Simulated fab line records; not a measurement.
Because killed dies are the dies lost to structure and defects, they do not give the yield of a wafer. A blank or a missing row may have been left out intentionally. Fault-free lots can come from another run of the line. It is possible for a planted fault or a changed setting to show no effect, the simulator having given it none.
Which tool is to blame?    flow gf180mcu    6 lots with 18 wafers sampled at 4 steps, on a route of 602 steps

WHAT THE GAUGES SHOWED, per wafer
GF_V1_CD_MEAS_14: the cd target is 260 nm.
lot   measured      on         cd-nm (nm)
L499  day 18 06:37  cd-sem-02  261.7 261.0 260.0
L501  day 19 16:46  cd-sem-01  260.0 259.3 258.8
L504  day 20 13:58  cd-sem-01  258.2 259.3 257.6
L511  day 23 01:23  cd-sem-02  258.9 258.9 258.5
L517  day 24 20:18  cd-sem-01  259.8 259.5 260.6
L520  day 25 16:13  cd-sem-02  259.6 258.9 259.6

EACH LOT AND THE TOOL THAT RAN IT (in order: tool; ch and the chambers of the sampled wafers; start)
lot   GF_POLY_GATE_ETCH_12                GF_CONTACT_ETCH_16                  GF_M1_SPUTTER_00
L499  rie-diel-01 ch 2,3, day 9 10:25     rie-diel-02 ch 0,1,2, day 16 06:52  pvd-sputter-03, day 16 08:01
L501  rie-diel-04 ch 1,2,3, day 10 09:04  rie-diel-04 ch 0,3, day 17 13:45    pvd-sputter-03, day 17 14:54
L504  rie-diel-01 ch 1,2, day 11 03:49    rie-diel-02 ch 0,1,2, day 18 11:19  pvd-sputter-03, day 18 12:28
L511  rie-diel-03 ch 0,1, day 13 01:33    rie-diel-03 ch 0,1,2, day 20 23:25  pvd-sputter-04, day 21 00:33
L517  rie-diel-04 ch 0,2, day 14 18:22    rie-diel-03 ch 1,3, day 22 21:40    pvd-sputter-03, day 22 22:55
L520  rie-diel-04 ch 2,3, day 15 15:31    rie-diel-02 ch 0,3, day 23 17:43    pvd-sputter-02, day 23 18:52
- GF_POLY_GATE_ETCH_12: etches BARC in N2/H2.
- GF_CONTACT_ETCH_16: etches BARC in N2/H2.
- GF_M1_SPUTTER_00: material Ti, target thk 37.5 nm, time 150 s.

THE ANSWER, worked out from the rows above alone
Rule: what is usual is taken from the lots themselves. Put in order of their means at a reading, lots are off if they are a third of the lots or fewer, leave a main group of 4 or more, and stand apart from it by a gap of 3 or more times the standard deviation of the main group's means; of several such gaps the widest counts. If all means in a main group match to the digits the tables above print for the reading, that group is not used. A lot without any number at a reading at which 4 lots or more have one is off too. The other lots that the step has rows for count as sound.
Nothing can be told from this: no lot is off at any reading shown.

WHAT WAS PUT IN BY THE SIMULATOR
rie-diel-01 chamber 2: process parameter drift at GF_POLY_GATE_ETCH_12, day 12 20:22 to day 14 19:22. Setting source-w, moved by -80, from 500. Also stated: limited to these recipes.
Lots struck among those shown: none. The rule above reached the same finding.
